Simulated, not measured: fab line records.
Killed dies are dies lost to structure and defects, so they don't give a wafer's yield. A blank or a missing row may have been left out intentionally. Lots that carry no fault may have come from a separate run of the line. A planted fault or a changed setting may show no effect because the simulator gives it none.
Lot-split experiment + flow sfq-line + 23 wafers read across 5 lots, on a route 325 steps long

== SPLIT DETAILS ==
At SFQ_TRILAYER_M6_ETCH_METAL_ETCH_162 (etches Nb in Cl2/Ar, stops on SiO2, target depth 240 nm, time 120 s), the setting icp-w was moved away from the recipe's 600 W on 10 of the 23 wafers read, by +5.9% to +11.2%. This setting was run at the recipe's value on the other wafers.

Reading taken at the split's own step.

== THE READING ==
KrF_of_TRILAYER_M6_LITHO_COAT_159.thk-nm (the simulator's own value, which no gauge read), in nm, at SFQ_TRILAYER_M6_ETCH_METAL_ETCH_162 (etches Nb in Cl2/Ar, stops on SiO2, target depth 240 nm, time 120 s). The file gives no usual value for it. The 13 wafers here that ran the recipe average 380.5 nm, standard deviation 4.7 nm.

| wafer  | tool, chamber at the split | icp-w as run, W | against the recipe | KrF_of_TRILAYER_M6_LITHO_COAT_159.thk-nm, nm | against lot-mates on the recipe |
|--------|----------------------------|-----------------|--------------------|----------------------------------------------|---------------------------------|
| L075.1 | rie-metal-01, 1            | 667.1           | +11.2%             | 369                                          | -15.9                           |
| L075.2 | rie-metal-01, 0            | 600             | recipe             | 384.8                                        | -                               |
| L075.3 | rie-metal-01, 0            | 667.1           | +11.2%             | 372.4                                        | -12.5                           |
| L075.4 | rie-metal-01, 1            | 600             | recipe             | 384.9                                        | -                               |
| L075.5 | rie-metal-01, 1            | 667.1           | +11.2%             | 368.8                                        | -16.1                           |
| L076.2 | rie-metal-03, 1            | 635.5           | +5.9%              | 372.2                                        | -6.8                            |
| L076.3 | rie-metal-03, 1            | 635.5           | +5.9%              | 372.5                                        | -6.5                            |
| L076.4 | rie-metal-03, 0            | 600             | recipe             | 379.1                                        | -                               |
| L076.5 | rie-metal-03, 0            | 600             | recipe             | 378                                          | -                               |
| L076.6 | rie-metal-03, 1            | 600             | recipe             | 380                                          | -                               |
| L077.1 | rie-metal-03, 1            | 600             | recipe             | 372                                          | -                               |
| L077.2 | rie-metal-03, 0            | 663.6           | +10.6%             | 361.1                                        | -13.7                           |
| L077.4 | rie-metal-03, 1            | 663.6           | +10.6%             | 357.7                                        | -17.1                           |
| L077.5 | rie-metal-03, 0            | 600             | recipe             | 377.6                                        | -                               |
| L077.6 | rie-metal-03, 1            | 663.6           | +10.6%             | 358.2                                        | -16.6                           |
| L081.1 | rie-metal-01, 1            | 600             | recipe             | 384.9                                        | -                               |
| L081.6 | rie-metal-01, 1            | 600             | recipe             | 384.9                                        | -                               |
| L081.3 | rie-metal-01, 1            | 600             | recipe             | 385.4                                        | -                               |
| L081.4 | rie-metal-01, 0            | 636.2           | +6.0%              | 375.4                                        | -9.7                            |
| L081.5 | rie-metal-01, 0            | 636.2           | +6.0%              | 375                                          | -10.1                           |
| L083.1 | rie-metal-04, 1            | 600             | recipe             | 380.3                                        | -                               |
| L083.3 | rie-metal-04, 1            | 600             | recipe             | 383.4                                        | -                               |
| L083.4 | rie-metal-04, 0            | 600             | recipe             | 371.1                                        | -                               |

THE FIT
A straight line over all 23 wafers: KrF_of_TRILAYER_M6_LITHO_COAT_159.thk-nm changes by -1.41 nm for each +1% of icp-w; r = -0.81; the points scatter about the line by 5.1 nm.
The same after taking each lot's own level away (the mean of its wafers on the recipe; 23 wafers): -1.4 nm for each +1%; r = -0.94; scatter 2.5 nm.
According to that fit, moving icp-w by its largest amount changes the reading by 16 nm.
Across the lots, their own levels run from 374.80 to 385.07 nm, a range of 2.2 times the standard deviation given above.
The two slopes are in agreement: the lot-to-lot level therefore moves the slope only a little.
Check: with one of the wafers moved furthest among these (+11.2%) left out of the fit, the line predicts -15.6 nm for it against its lot-mates. Against them it came out at -15.9 nm.

== OTHER SPLITS ON THESE WAFERS ==
Note: prior to the reading, these wafers also went through further splits. Each is held against what the fit with the lots' levels taken away leaves over:
| other split on the same wafers               | wafers away from the commonest value | r with KrF_of_TRILAYER_M6_LITHO_COAT_159.thk-nm (lot level and that fit taken away) |
|----------------------------------------------|--------------------------------------|-------------------------------------------------------------------------------------|
| SFQ_TRILAYER_M5_LITHO_COAT_128 resist-thk-nm | 9                                    | +0.04                                                                               |
| SFQ_TRILAYER_M5_ETCH_METAL_ETCH_126 time-s   | 5                                    | -0.03                                                                               |
| SFQ_TRILAYER_R5_DEP_SPUTTER_133 time-s       | 6                                    | -0.36                                                                               |
| SFQ_TRILAYER_R5_LITHO_COAT_141 spin-rpm      | 10                                   | -0.14                                                                               |
| SFQ_TRILAYER_R5_ETCH_METAL_ETCH_139 time-s   | 8                                    | -0.08                                                                               |
| SFQ_TRILAYER_I5_LITHO_PEB_147 peb-temp-c     | 8                                    | -0.06                                                                               |
| SFQ_TRILAYER_C5_LITHO_PEB_154 peb-temp-c     | 5                                    | +0.14                                                                               |
| SFQ_TRILAYER_M6_LITHO_COAT_164 spin-rpm      | 8                                    | -0.10                                                                               |
| SFQ_TRILAYER_M6_LITHO_EXPOSE_160 dose-mj     | 11                                   | +0.15                                                                               |

== FILE'S OWN FIT ==
KrF_of_TRILAYER_M6_LITHO_COAT_159.thk-nm changes by -1.4 nm for each +1% of icp-w, r = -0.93.
